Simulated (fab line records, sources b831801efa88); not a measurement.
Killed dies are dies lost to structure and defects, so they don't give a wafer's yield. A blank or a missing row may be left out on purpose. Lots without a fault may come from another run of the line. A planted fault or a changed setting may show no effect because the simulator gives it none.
A struck lot beside a sound one | flow sky130 | 35 steps out of a route of 708
Sound: wafers L665.1, L665.3, L665.5. Struck: wafer L677.4. (L677.1, L677.2 of the same lot were not struck and are left out.) The cause comes at the end.
At each step with rows: each side's tool, then ch and its chambers, then its first start. Under that, the readings that differ: sound wafers | struck wafers | difference of the means | sigmas: that difference in standard deviations of wafers without a fault.
alike: readings whose means differ by less than 2 such deviations, and words and numbers that are the same on both sides. not compared: withheld readings, readings that some wafer has no value for, bounds like >300 that may hide the same value, and numbers for which the record gives no deviation and whose values overlap.
The two part at a step that has a row with sigmas, a row that says differs or no value, or rows on one side only. Numbers that don't overlap but have no deviation are shown without sigmas and don't part them. A reading that every wafer of one side lacks parts them only if that side has two wafers or more.

SKY_METAL3_CD_MEAS_13: target cd 300 nm.
  sound on cd_sem-02, day 39 13:35; struck on cd_sem-01, day 42 18:20
  alike: cd_nm
SKY_METAL3_OVL_MEAS_14:
  sound on overlay-02, day 39 13:43; struck on overlay-01, day 42 18:28
  alike: METAL3_OVL
then, 1 step without rows for these wafers: SKY_METAL3_DESCUM_15 (chemistry O2, time 8 s).
SKY_METAL3_ETCH_16: etches BARC in N2/H2, stops on SiO2, time 88.2 s, target depth 60 nm.
  sound on rie_metal-03 ch 0, day 39 13:47; struck on rie_metal-02 ch 1, day 42 18:32
  alike: drypump_motor_current_A, oes_product_au, throttle_valve_pct
  not compared: rf_hours_counter_h
SKY_METAL3_ETCH_17: etches SiO2 in C4F8/O2/Ar, stops on TiN, time 3.9 s, target depth 15 nm.
  sound on rie_diel-04 ch 1,2, day 39 13:53; struck on rie_diel-03 ch 1, day 42 18:38
  alike: oes_product_au
  not compared: rf_hours_counter_h
SKY_METAL3_METAL_ETCH_18: etches the open film in Cl2/BCl3, stops on SiO2, target depth 845 nm, time 183.1 s.
  sound on rie_metal-01 ch 0,1, day 39 13:53; struck on rie_metal-01 ch 1, day 42 18:39
  alike: drypump_motor_current_A, oes_product_au, throttle_valve_pct
  not compared: rf_hours_counter_h
then, 5 steps without rows for these wafers: SKY_METAL3_STRIP_19 (strips in O2/N2); SKY_METAL3_STRIP_20 (strips in post etch residue remover, time 1200 s); SKY_METAL3_CLEAN_21 (cleans in IPA, time 180 s); SKY_METAL3_CLEAN_22 (cleans in O3/DIW); SKY_VIA3_HDPCVD_00 (deposits SiO2, target thk 1635 nm, time 272.5 s).
SKY_VIA3_THK_MEAS_01:
  sound on film_metro-03, day 39 14:52; struck on film_metro-03, day 42 19:40
  alike: VIA3_HDPCVD_THK
SKY_VIA3_CMP_02: polishes SiO2.
  sound on cmp-01 ch 0,2,3, day 39 14:59; struck on cmp-01 ch 1, day 42 19:43
  reading                                  | sound             | struck | difference | sigmas
  model.SiO2_of_VIA3_HDPCVD_00.thk_nm (nm) | 464.7 464.5 464.6 | 882    | +417       |
  alike: motor_current_A, slurry_flow_ml_min
SKY_VIA3_BOW_MEAS_03:
  sound on film_metro-04, day 39 15:14; struck on film_metro-03, day 42 20:01
  alike: VIA3_BOW
then, 8 steps without rows for these wafers: SKY_VIA3_DEHYDRATE_04 (time 60 s); SKY_VIA3_HMDS_05 (prime time 60 s); SKY_VIA3_COAT_06 (resist thk 60 nm); SKY_VIA3_COAT_07 (resist thk 450 nm); SKY_VIA3_SOFTBAKE_08 (time 90 s); SKY_VIA3_EXPOSE_09 (exposes mask VIM3, target cd 200 nm); SKY_VIA3_PEB_10; SKY_VIA3_DEVELOP_11 (develop time 60 s).
SKY_VIA3_CD_MEAS_12: target cd 200 nm.
  sound on cd_sem-01, day 40 15:41; struck on cd_sem-02, day 43 19:09
  alike: cd_nm
SKY_VIA3_OVL_MEAS_13:
  sound on overlay-02, day 40 15:49; struck on overlay-02, day 43 19:16
  alike: VIA3_OVL
then, 1 step without rows for these wafers: SKY_VIA3_ETCH_14 (etches BARC in N2/H2, stops on SiO2, time 45.9 s, target depth 60 nm).
SKY_VIA3_ETCH_15: etches SiO2 in C4F8/O2/Ar, stops on TiN, target depth 507 nm, time 78 s.
  sound on rie_diel-03 ch 0,2,3, day 40 15:53; struck on rie_diel-03 ch 0, day 43 19:21
  reading                          | sound             | struck | difference | sigmas
  oes_product_au (a.u.)            | 0.950 0.947 0.953 | 1.002  | +0.052     | +11
  model.VIA3.feature_depth_nm (nm) | 464.7 464.5 464.6 | 510.2  | +45.6      |
  model.etch.depth_nm (nm)         | 464.7 464.5 464.6 | 510.2  | +45.6      |
then, 5 steps without rows for these wafers: SKY_VIA3_STRIP_16 (strips in O2/N2); SKY_VIA3_STRIP_17 (strips in post etch residue remover, time 1200 s); SKY_VIA3_CLEAN_18 (cleans in IPA, time 180 s); SKY_VIA3_CLEAN_19 (cleans in O3/DIW); SKY_VIA3_SPUTTER_20 (material TiN, target thk 20 nm, time 80 s).
SKY_VIA3_CVD_21: deposits W, target thk 390 nm, time 117.31 s.
  sound on cvd_w-01 ch 0,1, day 40 16:37; struck on cvd_w-02 ch 1, day 43 20:10
  reading            | sound       | struck | difference | sigmas
  heater_power_w (W) | 721 700 821 | 917    | +170       | +2
  not compared: since_wet_clean_h
SKY_VIA3_CMP_24: polishes, stops on SiO2, t overpolish 20 s, target thk 0 nm.
  sound on cmp-02 ch 2,3, day 40 16:58; struck on cmp-01 ch 1, day 43 20:28
  reading                                  | sound             | struck | difference | sigmas
  model.SiO2_of_VIA3_HDPCVD_00.thk_nm (nm) | 460.3 460.1 460.2 | 877.6  | +417.4     |
  alike: motor_current_A, slurry_flow_ml_min
SKY_METAL4_SPUTTER_00: material Ti, target thk 15 nm, time 10 s.
  the record has rows for the sound wafers here (pvd_sputter-03, day 40 17:13) and none for the struck ones
-- the record jumps here: 5 days lie between the struck wafers' starts before and after (it left off in module METAL4 and takes up again in module PAD_OPEN, whose first step shown is number 708 of the route) --
SKY_PAD_OPEN_PROBE_99:
  sound on prober-02, day 46 14:52; struck on prober-01, day 49 05:28
  reading                  | sound          | struck | difference | sigmas
  defect_limited_yield (%) | 83.9 80.3 86.4 | 0      | -84        | -44
  killed_at_M0_to_M3       | 39 62 32       | 458    | +414       | +64
  killed_dies              | 79 97 67       | 492    | +411       | +44
  killed_on_rim            | 17 20 15       | 96     | +79        | +19
  sort_bin_5_function (%)  | 9.6 12.2 7.3   | 94.9   | +85.2      | +61
  sort_n_pass              | 413 395 425    | 0      | -411       | -44
  sort_yield_pct (%)       | 83.9 80.3 86.4 | 0      | -84        | -44
  alike: killed_at_M4_up, killed_at_contacts, killed_at_front_end, killed_at_other, killed_open, killed_short, sort_bin_3_pad_short, sort_bin_6_memory

WHERE THEY PART
First at SKY_VIA3_ETCH_15; last, within this record, at SKY_PAD_OPEN_PROBE_99.

WHY: what the simulator had put in
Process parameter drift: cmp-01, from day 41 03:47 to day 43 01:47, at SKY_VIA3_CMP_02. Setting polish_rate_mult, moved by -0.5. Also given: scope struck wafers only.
